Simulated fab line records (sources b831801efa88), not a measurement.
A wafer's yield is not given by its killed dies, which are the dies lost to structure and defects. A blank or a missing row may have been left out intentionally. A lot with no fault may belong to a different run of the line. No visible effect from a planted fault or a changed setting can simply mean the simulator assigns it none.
fab line records	flow sky130
record: lots: 5	wafers: 15	lastDay: 50
route steps=708 shown METAL2@503 VIA2@507 PAD_OPEN@708
lots with no fault: from the same line, run without faults
startH: hours from the record's first day to the start of the lot's first wafer shown	waitH: hours from the lot's prior step to this one	" the same as in the row above	L1.1+2: one row covering several wafers at once	- no value, or no start given	* or withheld: withheld	< > ~ a bound
route shown NAME@n: NAME is a module with steps in the file, n the number in the route of the first one	usual: mean/standard deviation taken from wafers without a fault	same: alike in all rows	chamber/n: place in a boat	sites: readings site by site	_std_site: standard deviation of those values	_edge_site: mean of outer sites minus mean of inner sites	radiusMm: for every site, how far away it sits from the centre of the wafer	mask NAME#n: copy n	behind: the last tool/chamber to shape the wafer	hold: why the lot went on hold/how many hours it stayed there/how the hold came to an end	device: the transistor (n, p or np) that didn't switch	end of line: tests of these same wafers at the route's end	where a step has no rows: the recipe by itself	killed: count of dies lost to structure and defects at first sort (not the wafer's yield)	map: per-die view of a wafer (x killed, . not killed, _ where there is no die)
set.NAME: the run value of the setting; set.NAME@STEP: its run value at that earlier step	model.NAME: the simulator's own value behind a step, which no gauge read
lots seen at some steps along the route; tables by step, rows by wafer
services: a tool's chamber out of use, with start hour (startH, from the record's first day; less than 0 if before it), hours out, and reason
== steps ==
step: SKY_METAL2_STRIP_20
recipe: chemistry: O2/N2	powerW: 1400	pressureMtorr: 1500	platenTempC: withheld	o2FlowSccm: 3000	n2FlowSccm: 300	overashFraction: 0.5
usual: drypumpMotorCurrentA: 5.9/0.42	oesProductAu: 0.342/0.0045	stripTimeToEndpointS: 2.69/0.031
lot.wafer	tool	chamber	startH	waitH	drypumpMotorCurrentA	oesProductAu	rfHoursCounterH	stripTimeToEndpointS
L823.1	plasmaAsher-03	0	851.88	0.1	5.8	0.345	76	2.60
L823.2	"	1	"	"	5.7	0.338	76	2.59
L823.3	"	0	"	"	5.8	0.330	-	2.61
L830.1	plasmaAsher-01	0	907.40	0.1	6.1	0.342	16	2.63
L830.5	"	0	"	"	6.1	0.340	-	2.68
L830.6	"	1	"	"	6.7	0.340	-	2.68
L838.2	plasmaAsher-04	1	964.14	0.1	5.3	0.344	106	2.64
L838.5	"	0	"	"	6.0	0.337	-	2.67
L838.6	"	1	"	"	5.3	0.346	-	2.65
L841.1	plasmaAsher-04	1	977.04	0.1	5.3	0.340	108	2.70
L841.4	"	1	"	"	5.3	0.343	-	2.69
L841.6	"	1	"	"	5.3	0.344	-	2.66
L842.4	plasmaAsher-01	1	985.73	0.1	6.7	0.345	-	2.73
L842.5	"	1	"	"	6.7	0.344	-	2.73
L842.6	"	0	"	"	6.2	0.349	-	2.71
step: SKY_METAL2_STRIP_21
recipe: chemistry: postEtchResidueRemover	timeS: 1200	tempC: 72.5
step: SKY_METAL2_CLEAN_22
recipe: chemistry: IPA	timeS: 180	tempC: 25
step: SKY_METAL2_CLEAN_23
recipe: chemistry: O3/DIW	dry: n2Spin
step: SKY_VIA2_HDPCVD_00
recipe: material: SiO2	targetThkNm: 1180	sigmaOpenFrac: 0.3	timeS: 196.7	tempC: 400	sih4FlowSccm: 60	pressureMtorr: 6
step: SKY_VIA2_THK_MEAS_01
recipe: reads: SiO2_of_VIA2_HDPCVD_00
usual: VIA2_HDPCVD_THK: 1181/13
lot.wafer	tool	chamber	startH	waitH	VIA2_HDPCVD_THK[nm]
L823.1	filmMetro-03	-	852.61	0.1	1179
L823.2	"	-	"	"	1202
L823.3	"	-	"	"	1193
L830.1	filmMetro-02	-	908.11	0.1	1192
L830.5	"	-	"	"	1192
L830.6	"	-	"	"	1160
L838.2	filmMetro-02	-	964.89	0.1	1193
L838.5	"	-	"	"	1181
L838.6	"	-	"	"	1168
L841.1	filmMetro-04	-	977.80	0.1	1175
L841.4	"	-	"	"	1188
L841.6	"	-	"	"	1191
L842.4	filmMetro-03	-	986.44	0.0	1181
L842.5	"	-	"	"	1180
L842.6	"	-	"	"	1175
step: SKY_VIA2_CMP_02
recipe: material: SiO2	downForcePsi: 4	platenRpm: 60	padVelocityMS: 0.94248
usual: motorCurrentA: 12.0/1.2	platenRpm: 60.00/0.046
lot.wafer	tool	chamber	startH	waitH	motorCurrentA	platenRpm
L823.2	cmp-01	0	852.67	0.0	12.3	60.01
L823.3	"	1	"	"	10.8	59.97
L823.1	"	2	"	"	11.2	59.96
L830.1	cmp-01	2	908.39	0.3	11.5	60.06
L830.6	"	1	"	"	11.9	59.93
L830.5	"	2	"	"	11.7	60.03
L838.2	cmp-01	1	965.09	0.2	11.2	60.02
L838.5	"	2	"	"	11.4	60.00
L838.6	"	3	"	"	11.3	60.02
L841.4	cmp-01	3	977.86	0.0	12.1	59.92
L841.1	"	2	"	"	11.9	59.98
L841.6	"	3	"	"	11.8	60.02
L842.4	cmp-01	1	986.52	0.1	10.8	60.08
L842.6	"	0	"	"	12.3	60.02
L842.5	"	1	"	"	10.9	60.02
step: SKY_VIA2_BOW_MEAS_03
recipe: mode: bow
usual: VIA2_BOW: 85/7.3
lot.wafer	tool	chamber	startH	waitH	VIA2_BOW[um]
L823.1	filmMetro-04	-	852.97	0.1	88
L823.2	"	-	"	"	90
L823.3	"	-	"	"	71
L830.1	filmMetro-02	-	908.64	0.2	78
L830.5	"	-	"	"	81
L830.6	"	-	"	"	71
L838.2	filmMetro-04	-	965.26	0.1	80
L838.5	"	-	"	"	76
L838.6	"	-	"	"	92
L841.1	filmMetro-03	-	978.16	0.1	95
L841.4	"	-	"	"	94
L841.6	"	-	"	"	81
L842.4	filmMetro-02	-	986.83	0.3	84
L842.5	"	-	"	"	91
L842.6	"	-	"	"	81
step: SKY_VIA2_DEHYDRATE_04
recipe: tempC: 200	timeS: 60
step: SKY_VIA2_HMDS_05
recipe: primeTimeS: 60	primeTempC: 120
step: SKY_VIA2_COAT_06
recipe: resist: BARC	tempC: withheld	timeS: withheld	spinRpm: 3000	resistThkNm: 60
step: SKY_VIA2_COAT_07
recipe: resist: KrF-thick	spinRpm: 3000	resistThkNm: 450
step: SKY_VIA2_SOFTBAKE_08
recipe: tempC: 100	timeS: 90	resist: KrF-thick
usual: exhaustPa: 44.9/0.8	heaterPowerTotalW: 57.36/0.11	plateTempC: 100.01/0.14	runLengthS: 119.08/0.12
lot.wafer	tool	chamber	startH	waitH	exhaustPa	heaterPowerTotalW	plateTempC	runLengthS
L823.1	lithoTrack-03	0	865	-	44.8	57.28	100.14	119.26
L823.2	"	0	"	"	44.2	57.27	100.28	119.09
L823.3	"	0	"	"	44.7	57.34	100.19	119.00
L830.1	lithoTrack-04	0	920	-	43.4	57.93	-	116.05
L830.5	"	0	921	-	44.2	57.42	100.20	119.26
L830.6	"	0	"	"	45.3	57.38	100.18	119.02
L838.2	lithoTrack-03	0	977	-	45.1	57.38	100.07	119.15
L838.5	"	0	"	"	45.7	57.28	100.12	119.15
L838.6	"	0	"	"	45.3	57.25	100.04	119.00
L841.1	lithoTrack-04	0	990	-	43.7	57.46	100.24	119.24
L841.4	"	0	"	"	44.8	57.57	100.24	118.99
L841.6	"	0	"	"	44.5	57.52	99.91	119.06
L842.4	lithoTrack-04	0	998	-	44.2	57.45	100.16	119.06
L842.5	"	0	"	"	44.0	57.20	99.91	119.04
L842.6	"	0	"	"	45.7	57.45	99.77	119.19
step: SKY_VIA2_EXPOSE_09
recipe: maskId: VIM2	na: 0.8	sourceShape: annular	sigmaInner: 0.55	sigmaOuter: 0.85	targetCdNm: 200	doseMj: 38
step: SKY_PAD_OPEN_PROBE_99
usual: defectLimitedYield: 82.5/1.9	killed_at_M0_to_M3: 43/6.8	killed_at_M4_up: 3.2/1.7	killedAtContacts: 24/5.7	killedAtFrontEnd: 16/4.3	killedAtOther: 0.3/0.56	killedDies: 86/9.5	killedOpen: 47/6.9	killedShort: 39/5.8	sort_bin_3_pad_short: 0.9/0.39	sort_bin_5_function: 10.3/1.5	sort_bin_6_memory: 6.3/1.1	sortNPass: 406/9.5	sortYieldPct: 82.5/1.9
same: grossDies: 492	killedAtBackSide: 0	sort_bin_4_leakage[%]: 0	sort_bin_8_speed[%]: 0
lot.wafer	tool	chamber	startH	waitH	defectLimitedYield[%]	killed_at_M0_to_M3	killed_at_M4_up	killedAtContacts	killedAtFrontEnd	killedAtOther	killedDies	killedOpen	killedShort	sort_bin_3_pad_short[%]	sort_bin_5_function[%]	sort_bin_6_memory[%]	sortNPass	sortYieldPct[%]
L823.1	prober-01	-	1099.98	0.1	84.6	41	2	22	11	0	76	37	39	1.0	9.6	4.9	416	84.6
L823.2	prober-01	-	1100.03	0.1	81.9	43	5	27	14	0	89	51	38	1.4	11.4	5.3	403	81.9
L823.3	prober-01	-	1100.08	0.2	82.1	43	2	25	16	2	88	50	37	0.6	11.4	5.9	404	82.1
L830.1	prober-01	-	1142.63	0.1	80.9	60	4	19	11	0	94	45	49	1.2	11.0	6.9	398	80.9
L830.5	prober-01	-	1142.83	0.2	80.9	41	4	29	20	0	94	49	44	1.0	11.0	7.1	398	80.9
L830.6	prober-01	-	1142.88	0.2	83.9	35	2	32	10	0	79	47	32	0.6	9.3	6.1	413	83.9
L838.2	prober-02	-	1182.67	0.1	80.3	46	3	40	8	0	97	47	49	1.0	10.6	8.1	395	80.3
L838.5	prober-02	-	1182.82	0.2	83.5	28	2	31	20	0	81	50	30	0.8	9.8	5.9	411	83.5
L838.6	prober-02	-	1182.87	0.2	80.9	45	3	34	12	0	94	52	42	1.8	11.6	5.7	398	80.9
L841.1	prober-01	-	1194.86	0.1	83.1	35	2	20	26	0	83	43	38	1.8	9.1	5.9	409	83.1
L841.4	prober-01	-	1195.01	0.2	83.7	41	2	20	14	3	80	42	36	1.0	9.3	5.9	412	83.7
L841.6	prober-01	-	1195.11	0.2	83.3	46	3	17	15	1	82	41	40	0.4	9.1	7.1	410	83.3
L842.4	prober-01	-	1198.74	0.2	82.3	39	2	35	11	0	87	52	35	1.0	8.9	7.7	405	82.3
L842.5	prober-01	-	1198.79	0.2	81.7	42	2	31	15	0	90	54	34	0.8	11.2	6.3	402	81.7
L842.6	prober-01	-	1198.84	0.2	83.7	33	5	27	15	0	80	45	32	1.2	10.2	4.9	412	83.7
killed by level:class
L823.1 VIA3:geometricParticle:open=11 VIA3:geometricParticle:short=9 VIA1:geometricParticle:open=8 CONTACT:geometricParticle:short=6 LOCAL_INTERCONNECT:geometricParticle:short=5 CONTACT:geometricParticle:open=5 METAL2:geometricParticle:short=5 POLY_GATE:geometricParticle:open=4
L823.2 VIA3:geometricParticle:open=9 CONTACT:geometricParticle:open=8 VIA2:geometricParticle:open=8 LI_CONTACT:geometricParticle:open=7 LOCAL_INTERCONNECT:geometricParticle:short=7 VIA3:geometricParticle:short=7 VIA1:geometricParticle:open=6 POLY_GATE:geometricParticle:short=5
L823.3 CONTACT:geometricParticle:open=8 LI_CONTACT:geometricParticle:open=7 VIA3:geometricParticle:open=7 FIELD_ISO:geometricParticle:open=6 POLY_GATE:geometricParticle:short=5 VIA1:geometricParticle:open=5 VIA2:geometricParticle:open=5 VIA3:geometricParticle:short=5
L830.1 VIA1:geometricParticle:open=11 METAL2:geometricParticle:short=8 VIA2:geometricParticle:open=8 VIA3:geometricParticle:short=6 CONTACT:geometricParticle:open=5 LI_CONTACT:geometricParticle:open=5 VIA3:geometricParticle:open=5 VIA2:geometricParticle:short=4
L830.5 CONTACT:geometricParticle:open=17 VIA1:geometricParticle:open=9 VIA1:geometricParticle:short=9 FIELD_ISO:geometricParticle:short=7 VIA2:geometricParticle:open=6 CONTACT:geometricParticle:short=4 METAL1:geometricParticle:short=4 VIA3:geometricParticle:open=4
L830.6 VIA1:geometricParticle:open=12 CONTACT:geometricParticle:open=11 LI_CONTACT:geometricParticle:open=8 LOCAL_INTERCONNECT:geometricParticle:short=6 VIA3:geometricParticle:open=5 CONTACT:geometricParticle:short=4 VIA1:geometricParticle:short=4 METAL2:geometricParticle:short=4
L838.2 LI_CONTACT:geometricParticle:open=10 LOCAL_INTERCONNECT:geometricParticle:short=10 CONTACT:geometricParticle:open=7 VIA1:geometricParticle:open=7 VIA1:geometricParticle:short=7 VIA3:geometricParticle:open=7 CONTACT:geometricParticle:short=6 METAL1:geometricParticle:short=6
L838.5 CONTACT:geometricParticle:open=11 LI_CONTACT:geometricParticle:open=10 VIA2:geometricParticle:open=8 VIA1:geometricParticle:open=6 FIELD_ISO:geometricParticle:short=4 FIELD_ISO:geometricParticle:open=4 VIA3:geometricParticle:open=4 POLY_GATE:geometricParticle:open=3
L838.6 CONTACT:geometricParticle:open=10 VIA3:geometricParticle:open=10 LI_CONTACT:geometricParticle:open=9 VIA1:geometricParticle:open=6 METAL2:geometricParticle:short=6 VIA2:geometricParticle:open=6 LOCAL_INTERCONNECT:geometricParticle:short=5 CONTACT:geometricParticle:short=5
L841.1 FIELD_ISO:geometricParticle:open=12 VIA1:geometricParticle:open=11 LI_CONTACT:geometricParticle:open=8 FIELD_ISO:geometricParticle:short=6 LOCAL_INTERCONNECT:geometricParticle:short=6 METAL1:geometricParticle:short=6 VIA3:geometricParticle:open=5 CONTACT:geometricParticle:short=4
L841.4 CONTACT:geometricParticle:open=9 VIA3:geometricParticle:open=7 VIA1:geometricParticle:open=7 METAL2:geometricParticle:short=7 LI_CONTACT:geometricParticle:open=5 LOCAL_INTERCONNECT:geometricParticle:short=5 VIA1:geometricParticle:short=5 METAL1:geometricParticle:short=4
L841.6 VIA1:geometricParticle:open=11 VIA2:geometricParticle:open=9 CONTACT:geometricParticle:open=8 FIELD_ISO:geometricParticle:short=7 VIA3:geometricParticle:open=7 METAL1:geometricParticle:short=6 CONTACT:geometricParticle:short=6 POLY_GATE:geometricParticle:short=4
L842.4 CONTACT:geometricParticle:open=14 CONTACT:geometricParticle:short=9 LI_CONTACT:geometricParticle:open=8 VIA3:geometricParticle:open=6 VIA1:geometricParticle:open=6 VIA2:geometricParticle:open=6 POLY_GATE:geometricParticle:open=4 METAL2:geometricParticle:short=4
L842.5 CONTACT:geometricParticle:open=11 VIA1:geometricParticle:open=10 VIA3:geometricParticle:open=9 LI_CONTACT:geometricParticle:open=7 CONTACT:geometricParticle:short=6 METAL2:geometricParticle:short=5 FIELD_ISO:geometricParticle:short=4 LOCAL_INTERCONNECT:geometricParticle:short=4
L842.6 CONTACT:geometricParticle:open=8 POLY_GATE:geometricParticle:open=7 VIA3:geometricParticle:open=6 CONTACT:geometricParticle:short=6 VIA2:geometricParticle:open=6 LI_CONTACT:geometricParticle:open=6 VIA1:geometricParticle:open=5 POLY_GATE:geometricParticle:short=4
== services ==
tool	chamber	startH	hours	kind
plasmaAsher-01	-	827.90	4.4	repair
cmp-01	-	912.06	4.0	pm
cmp-01	-	916.06	-	consumableReplace:conditioner
cmp-01	-	916.06	-	consumableReplace:pad
plasmaAsher-03	-	921.52	1.1	repair
== key ==
firstSign: step: SKY_VIA2_SOFTBAKE_08	reading: runLengthS	direction: down	sigmas: 25	usual: *	struck: *
effect: step: SKY_VIA2_SOFTBAKE_08	reading: heaterPowerTotalW	direction: up	sigmas: 5	usual: *	struck: *
metAt SKY_VIA2_SOFTBAKE_08
struckWafers L830.1
fault: kind: processParameterDrift	tool: lithoTrack-04	chamber: -	onsetH: 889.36	steps: SKY_VIA2_SOFTBAKE_08	channel: timeS	offset: *	shape: step	endH: 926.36	scope: struckWafersOnly	actsIn: *	stated: *
